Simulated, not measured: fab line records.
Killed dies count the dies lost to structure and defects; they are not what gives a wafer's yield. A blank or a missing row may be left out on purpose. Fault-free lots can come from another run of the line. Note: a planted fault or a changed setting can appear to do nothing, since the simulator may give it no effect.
A struck lot beside a sound one :: flow sky130 :: 18 steps out of a route of 708
Sound: these wafers, L531.1, L531.2, L531.4. Struck: wafers L535.1, L535.4 (left out: L535.5, a lot-mate that was not struck); the cause follows at the end.
At each step with rows: each side's tool, then ch and its chambers, then its first start. Under that, the readings that differ: sound wafers :: struck wafers :: difference of the means :: sigmas: that difference in standard deviations of wafers without a fault.
alike: a reading whose means differ by less than 2 such deviations, as well as words and numbers matching on both sides. not compared: withheld readings; readings where some wafer has no value; bounds like >300 that might hide an equal value; numbers whose values overlap and for which the record gives no deviation.
Wherever a step has rows on one side only, a row that says differs or no value, or a row with sigmas, the two part there. Numbers that don't overlap but have no deviation are shown without sigmas and don't part them. Lack of a reading on every wafer of one side parts them only where that side has two or more wafers.

first, 3 steps without rows for these wafers: SKY_VIA1_EXPOSE_09 (exposes mask VIM, target cd 150 nm); SKY_VIA1_PEB_10; SKY_VIA1_DEVELOP_11 (develop time 60 s).
SKY_VIA1_CD_MEAS_12: the cd target is 150 nm.
  sound on cdSem-02 at day 36 00:30; struck on cdSem-01 at day 37 11:05
  alike: cdNm
SKY_VIA1_OVL_MEAS_13:
  sound on overlay-01 at day 36 00:37; struck on overlay-02 at day 37 11:12
  alike: VIA1_OVL
SKY_VIA1_ETCH_14: etches BARC in N2/H2, stops on SiO2, time 45.9 s, target depth 60 nm.
  sound on rieDiel-02 ch 0,3, day 36 00:40; struck on rieDiel-01 ch 0,2, day 37 11:14
  alike: biasW, drypumpMotorCurrentA, oesProductAu, throttleValvePct
  not compared: rfHoursCounterH
SKY_VIA1_ETCH_15: etches SiO2 in C4F8/O2/Ar, stops on TiN, target depth 351 nm, time 54 s.
  sound on rieDiel-02 ch 0,3, day 36 00:43; struck on rieDiel-01 ch 0,2, day 37 11:17
reading: oesProductAu (a.u.)
sound: 0.975 0.983 0.992
struck: 0.970 0.968
difference: -0.014
sigmas: -2
  alike: biasW
  not compared: rfHoursCounterH
SKY_VIA1_STRIP_16: strips in O2/N2.
  sound on plasmaAsher-01 ch 0,1, day 36 00:47; struck on plasmaAsher-04 ch 0,1, day 37 11:20
reading: stripTimeToEndpointS (s)
sound: 4.499 4.479 4.480
struck: 4.456 4.428
difference: -0.044
sigmas: -2
  alike: drypumpMotorCurrentA, oesProductAu
  not compared: rfHoursCounterH
then, 3 steps without rows for these wafers: SKY_VIA1_STRIP_17 (strips in post etch residue remover, time 1200 s); SKY_VIA1_CLEAN_18 (cleans in IPA, time 180 s); SKY_VIA1_CLEAN_19 (cleans in O3/DIW).
SKY_VIA1_SPUTTER_20: material TiN, target thk 20 nm, time 80 s.
  sound on pvdSputter-04 at day 36 01:23; struck on pvdSputter-01 at day 37 11:57
  alike: throttleValvePct
SKY_VIA1_CVD_21: deposits W, target thk 270 nm, time 80.902 s.
  sound on cvdW-01 ch 0,1, day 36 01:27; struck on cvdW-01 ch 0,1, day 37 12:01
reading: model.W_of_VIA1_CVD_21.thkNm (nm)
sound: 269 269.4 272.1
struck: 204.8 199.7
difference: -67.9
sigmas: 
  alike: heaterPowerW
SKY_VIA1_RS_MEAS_22: measures by four-point-probe.
  sound on filmMetro-01 at day 36 01:32; struck on filmMetro-03 at day 37 12:23
reading: VIA1_W_RS (ohm/sq)
sound: 0.429 0.427 0.423
struck: 0.566 0.581
difference: +0.147
sigmas: +36
  not compared: hold
SKY_VIA1_THK_MEAS_23: measures by xrf.
  sound on filmMetro-01 at day 36 01:40; struck on filmMetro-03 at day 37 14:22
reading: VIA1_W_THK (nm)
sound: 265.1 266.3 269.2
struck: 205.6 200.8
difference: -63.7
sigmas: -21
  not compared: hold
SKY_VIA1_CMP_24: polishes, stops on SiO2, t overpolish 15 s, target thk 0 nm.
  sound on cmp-02 ch 0,1,3, day 36 01:43; struck on cmp-01 ch 0,2, day 37 16:33
reading: hold
sound: - - -
struck: awaitDispo/2.0h/release awaitDispo/2.0h/release
difference: no value on the sound wafers
sigmas: 

reading: timeToEndpointS (s)
sound: 66.4 65.3 64.4
struck: 53.4 48.9
difference: -14.2
sigmas: -6
  alike: motorCurrentA
SKY_METAL2_SPUTTER_00: material Ti, target thk 15 nm, time 10 s.
  sound on pvdSputter-02 at day 36 02:01; struck on pvdSputter-04 at day 37 16:48
  alike: throttleValvePct
SKY_PAD_OPEN_PROBE_99:
  the record has rows for the sound wafers here (prober-02, day 47 11:47) and none for the struck ones

== WHERE THEY PART ==
At SKY_VIA1_ETCH_15 first; at SKY_PAD_OPEN_PROBE_99 last (within this record only).

WHY: what had been put in by the simulator
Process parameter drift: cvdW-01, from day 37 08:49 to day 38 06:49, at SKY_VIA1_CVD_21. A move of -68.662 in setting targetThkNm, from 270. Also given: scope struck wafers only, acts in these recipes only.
